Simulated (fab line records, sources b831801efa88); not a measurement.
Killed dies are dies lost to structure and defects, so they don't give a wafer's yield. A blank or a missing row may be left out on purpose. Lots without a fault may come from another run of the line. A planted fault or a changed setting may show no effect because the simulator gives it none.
Chamber matching | flow sky130 | SKY_CAP2M_CVD_00 on pecvd-03: 3 sister chambers
The step deposits SiO2, target thk 15.5 nm. 3 wafers are shown with their chamber, then 12 later ones without.

WAFERS WITH THEIR CHAMBER
wafer  | chamber | heater_power_w (W)
L090.3 | 2       | 578
L091.5 | 1       | 718
L091.6 | 0       | 627

WAFERS WITHOUT THEIR CHAMBER
wafer  | heater_power_w (W)
L092.1 | 544
L092.2 | 708
L092.5 | 541
L095.2 | 665
L095.3 | 562
L095.6 | 563
L096.2 | 631
L096.3 | 683
L096.6 | 574
L097.1 | 671
L097.4 | 651
L097.6 | 648

WHICH CHAMBER EACH WENT THROUGH
wafer  | from the rows above          | in truth
L092.1 | can't be placed: 2 or 0      | 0
L092.2 | 1                            | 1
L092.5 | can't be placed: 2 or 0      | 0
L095.2 | can't be placed: 0 or 1 or 2 | 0
L095.3 | can't be placed: 2 or 0      | 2
L095.6 | can't be placed: 2 or 0      | 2
L096.2 | can't be placed: 0 or 2      | 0
L096.3 | can't be placed: 1 or 0      | 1
L096.6 | can't be placed: 2 or 0      | 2
L097.1 | can't be placed: 0 or 1 or 2 | 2
L097.4 | can't be placed: 0 or 1 or 2 | 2
L097.6 | can't be placed: 0 or 1 or 2 | 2
Placed correctly: 1 of 12. Can't be placed from these rows: 11 (the true chamber is among the candidates in 11). Placed wrongly: 0.
How it was worked out, from the rows above alone: a wafer's distance from a chamber is the root of the sum, over the readings, of the square of ((its reading less the chamber's mean) divided by the reading's scatter). The wafer belongs to the nearest chamber; if the next one is less than 2 further off, it can't be placed. A chamber's mean is the mean of its shown wafers. The scatter: with one shown wafer a chamber, the root of the mean of the squares of how far each hidden wafer lies from its nearest shown one.
